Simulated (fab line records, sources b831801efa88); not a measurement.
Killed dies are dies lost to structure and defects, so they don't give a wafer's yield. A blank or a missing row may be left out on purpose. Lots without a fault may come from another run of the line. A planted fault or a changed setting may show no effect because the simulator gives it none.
A struck lot beside a sound one | flow sky130 | 16 steps out of a route of 708
Sound: wafers L472.3, L472.5, L472.6. Struck: wafer L481.2. (L481.3, L481.5 of the same lot were not struck and are left out.) The cause comes at the end.
At each step with rows: each side's tool, then ch and its chambers, then its first start. Under that, the readings that differ: sound wafers | struck wafers | difference of the means | sigmas: that difference in standard deviations of wafers without a fault.
alike: readings whose means differ by less than 2 such deviations, and words and numbers that are the same on both sides. not compared: withheld readings, readings that some wafer has no value for, bounds like >300 that may hide the same value, and numbers for which the record gives no deviation and whose values overlap.
The two part at a step that has a row with sigmas, a row that says differs or no value, or rows on one side only. Numbers that don't overlap but have no deviation are shown without sigmas and don't part them. A reading that every wafer of one side lacks parts them only if that side has two wafers or more.

first, 2 steps without rows for these wafers: SKY_METAL3_PEB_11; SKY_METAL3_DEVELOP_12 (develop time 60 s).
SKY_METAL3_CD_MEAS_13: target cd 300 nm.
  sound on cd_sem-01, day 40 02:22; struck on cd_sem-01, day 42 13:47
  alike: cd_nm
SKY_METAL3_OVL_MEAS_14:
  sound on overlay-02, day 40 02:27; struck on overlay-01, day 42 13:53
  alike: METAL3_OVL
SKY_METAL3_DESCUM_15: chemistry O2, time 8 s.
  sound on rie_metal-01 ch 0,1, day 40 02:29; struck on rie_metal-01 ch 0, day 42 13:55
  reading                | sound | struck | difference                   | sigmas
  rf_hours_counter_h (h) | - - - | 19     | no value on the sound wafers |
  alike: drypump_motor_current_A, oes_product_au
SKY_METAL3_ETCH_16: etches BARC in N2/H2, stops on SiO2, time 88.2 s, target depth 60 nm.
  sound on rie_metal-01 ch 0,1, day 40 02:32; struck on rie_metal-01 ch 0, day 42 13:57
  reading                | sound | struck | difference                   | sigmas
  rf_hours_counter_h (h) | - - - | 19     | no value on the sound wafers |
  alike: drypump_motor_current_A, oes_product_au, throttle_valve_pct
SKY_METAL3_ETCH_17: etches SiO2 in C4F8/O2/Ar, stops on TiN, time 3.9 s, target depth 15 nm.
  sound on rie_diel-01 ch 0,3, day 40 02:37; struck on rie_diel-01 ch 0, day 42 14:03
  alike: oes_product_au
SKY_METAL3_METAL_ETCH_18: etches the open film in Cl2/BCl3, stops on SiO2, target depth 845 nm, time 183.1 s.
  sound on rie_metal-02 ch 0,1, day 40 02:41; struck on rie_metal-02 ch 0, day 42 14:04
  reading                | sound | struck | difference                   | sigmas
  rf_hours_counter_h (h) | - - - | 7      | no value on the sound wafers |
  alike: drypump_motor_current_A, oes_product_au, throttle_valve_pct
SKY_METAL3_STRIP_19: strips in O2/N2.
  sound on plasma_asher-02 ch 0,1, day 40 02:50; struck on plasma_asher-01 ch 0, day 42 14:15
  reading                     | sound       | struck | difference                   | sigmas
  drypump_motor_current_A (A) | 4.9 5.6 5.0 | 6.3    | +1.1                         | +2
  rf_hours_counter_h (h)      | - - -       | 26     | no value on the sound wafers |
  alike: oes_product_au, strip_time_to_endpoint_s
then, 3 steps without rows for these wafers: SKY_METAL3_STRIP_20 (strips in post etch residue remover, time 1200 s); SKY_METAL3_CLEAN_21 (cleans in IPA, time 180 s); SKY_METAL3_CLEAN_22 (cleans in O3/DIW).
SKY_VIA3_HDPCVD_00: deposits SiO2, target thk 1635 nm, time 268.6 s.
  sound on hdpcvd-02 ch 0,2, day 40 03:35; struck on hdpcvd-01 ch 1, day 42 14:53
  reading                                  | sound             | struck | difference | sigmas
  sih4_flow_sccm (sccm)                    | 60.34 60.25 60.30 | 47.83  | -12.47     | -73
  model.SiO2_of_VIA3_HDPCVD_00.thk_nm (nm) | 1633 1598 1639    | 1302   | -321       |
SKY_VIA3_THK_MEAS_01:
  sound on film_metro-02, day 40 03:47; struck on film_metro-02, day 42 15:04
  reading              | sound          | struck | difference | sigmas
  VIA3_HDPCVD_THK (nm) | 1633 1598 1639 | 1302   | -321       | -18
then, 1 step without rows for these wafers: SKY_VIA3_CMP_02 (polishes SiO2).
SKY_PAD_OPEN_PROBE_99:
  the record has rows for the sound wafers here (prober-01, day 47 03:14) and none for the struck ones

WHERE THEY PART
First at SKY_METAL3_DESCUM_15; last, within this record, at SKY_PAD_OPEN_PROBE_99.

WHY: what the simulator had put in
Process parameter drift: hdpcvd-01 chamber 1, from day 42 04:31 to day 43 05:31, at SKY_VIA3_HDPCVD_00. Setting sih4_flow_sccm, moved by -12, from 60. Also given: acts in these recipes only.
